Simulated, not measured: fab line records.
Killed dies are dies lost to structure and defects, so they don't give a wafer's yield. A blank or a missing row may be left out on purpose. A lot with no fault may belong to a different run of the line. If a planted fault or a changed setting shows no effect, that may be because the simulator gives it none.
8D (eight disciplines) problem report, filled in by code + flow gf180mcu + the parts of the form that need people (team, actions taken, sign-off) are left out

## 1. THE PROBLEM
At GF_DUAL_GATE_OXIDATION_15, tube center temp C averages 856 C over 9 wafers from 3 lots, while fault-free wafers read 850 C, standard deviation 0.074. That puts it +81 standard deviations away from the usual mean.
The step: stabilise 600 s, purge 300 s, target thk 7.098 nm.
First observed at day 12 10:49: wafer L748.1, on furnace-01. Wafers with a number at this step in the record: 39, from 13 lots. Rule for "out", or "out of limits": more than 4 standard deviations from the usual mean. All remaining wafers that have a number are taken as sound.

## 2. WHAT IT IS, WHAT IT ISN'T
| question                    | is                                                                             | is not                                                                    |
|-----------------------------|--------------------------------------------------------------------------------|---------------------------------------------------------------------------|
| which readings at this step | tube center temp C, spike tc lower C, spike tc upper C, tube_center_temp_C_max | -                                                                         |
| which lots                  | L748, L749, L750                                                               | L734, L735, L736, L737, L738, L739, L740, L741, L755, L757                |
| which wafers of those lots  | all that have a number                                                         | -                                                                         |
| read on which tools         | furnace-01                                                                     | furnace-02                                                                |
| when                        | from day 12 10:49                                                              | up to then (24 sound wafers); but 6 sound wafers of L755, L757 came after |

## 3. THE SUSPECTS, EACH WITH WHAT RULES IT OUT
Counting: a tool at any process step up to the reading remains a suspect when it ran all the lots that are out and ran no sound lot after the first of those.
- furnace-01 at GF_DUAL_GATE_OXIDATION_15 (stabilise 600 s, purge 300 s, target thk 7.098 nm): kept. It ran every lot that is out, first L748 (day 12 10:49), and no sound lot after that; its last sound lot up to then is L741 (day 10 11:25). On those wafers its own readings are out: spike tc lower C, spike tc upper C, tube center temp C, tube_center_temp_C_max.
Remaining after the count: furnace-01 at GF_DUAL_GATE_OXIDATION_15.

## 4. THE CAUSE (what the simulator had put in)
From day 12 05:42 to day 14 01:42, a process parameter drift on furnace-01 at GF_DUAL_GATE_OXIDATION_15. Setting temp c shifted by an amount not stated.
After counting, this tool was the only one left.

## 5. THE EFFECT CHAIN, in route order
One row per reading whose mean, taken over the struck wafers that have a number, lies over 3 standard deviations from the usual. Scope: only readings with a usual standard deviation given in the record; hours: median across lots of the time from each lot's start at the first step in this table that gives one to its start at this step; sigmas: change in usual standard deviations.
| hours | step                      | reading                | usual   | on struck wafers | change | sigmas |
|-------|---------------------------|------------------------|---------|------------------|--------|--------|
| 0     | GF_DUAL_GATE_OXIDATION_15 | spike tc bottom C      | 869.1 C | 875.8            | +6.7   | +3.4   |
| 0     | GF_DUAL_GATE_OXIDATION_15 | spike tc centre C      | 850.4 C | 855.8            | +5.4   | +4.5   |
| 0     | GF_DUAL_GATE_OXIDATION_15 | spike tc lower C       | 850.5 C | 856.9            | +6.4   | +6.4   |
| 0     | GF_DUAL_GATE_OXIDATION_15 | spike tc top C         | 862.2 C | 867.8            | +5.6   | +4.0   |
| 0     | GF_DUAL_GATE_OXIDATION_15 | spike tc upper C       | 850.1 C | 856.1            | +6.0   | +6.0   |
| 0     | GF_DUAL_GATE_OXIDATION_15 | tube center temp C     | 850 C   | 856              | +6     | +81    |
| 0     | GF_DUAL_GATE_OXIDATION_15 | tube_center_temp_C_max | 852.1   | 858.0            | +5.9   | +19    |
Process steps it contains:
- GF_DUAL_GATE_OXIDATION_15: stabilise 600 s, purge 300 s, target thk 7.098 nm.
Later steps that measure or inspect, where all struck wafers having a row at the step show a number for every such reading and not one has moved that far: GF_M1_OVL_MEAS_15, GF_V1_CD_MEAS_14.

## 6. WHAT WOULD HAVE CAUGHT IT SOONER
First out-of-limits reading in this record: day 12 10:49, which is 5 hours after fault onset at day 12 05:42.
